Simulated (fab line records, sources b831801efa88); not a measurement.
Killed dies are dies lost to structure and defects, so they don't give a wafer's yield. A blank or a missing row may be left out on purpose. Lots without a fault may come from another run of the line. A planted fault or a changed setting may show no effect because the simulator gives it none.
Chamber matching | flow sky130 | SKY_VIA2_CMP_02 on cmp-01: 4 sister chambers
The step polishes SiO2. 4 wafers are shown with their chamber, then 12 later ones without.

WAFERS WITH THEIR CHAMBER
wafer  | chamber | motor_current_A (A)
L086.2 | 3       | 12.6
L089.1 | 0       | 12.0
L089.2 | 2       | 9.0
L089.4 | 1       | 11.3

WAFERS WITHOUT THEIR CHAMBER
wafer  | motor_current_A (A)
L091.2 | 12.6
L091.5 | 11.9
L091.6 | 9.1
L092.2 | 9.0
L092.3 | 12.5
L092.4 | 11.1
L094.1 | 11.7
L094.4 | 9.0
L094.5 | 12.3
L095.2 | 12.5
L095.3 | 8.9
L095.6 | 12.2

WHICH CHAMBER EACH WENT THROUGH
wafer  | from the rows above     | in truth
L091.2 | 3                       | 3
L091.5 | 0                       | 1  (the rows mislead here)
L091.6 | 2                       | 2
L092.2 | 2                       | 2
L092.3 | 3                       | 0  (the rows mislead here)
L092.4 | 1                       | 1
L094.1 | can't be placed: 0 or 1 | 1
L094.4 | 2                       | 2
L094.5 | can't be placed: 3 or 0 | 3
L095.2 | 3                       | 3
L095.3 | 2                       | 2
L095.6 | can't be placed: 0 or 3 | 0
Placed correctly: 7 of 12. Can't be placed from these rows: 3 (the true chamber is among the candidates in 3). Placed wrongly: 2.
How it was worked out, from the rows above alone: a wafer's distance from a chamber is the root of the sum, over the readings, of the square of ((its reading less the chamber's mean) divided by the reading's scatter). The wafer belongs to the nearest chamber; if the next one is less than 2 further off, it can't be placed. A chamber's mean is the mean of its shown wafers. The scatter: with one shown wafer a chamber, the root of the mean of the squares of how far each hidden wafer lies from its nearest shown one.
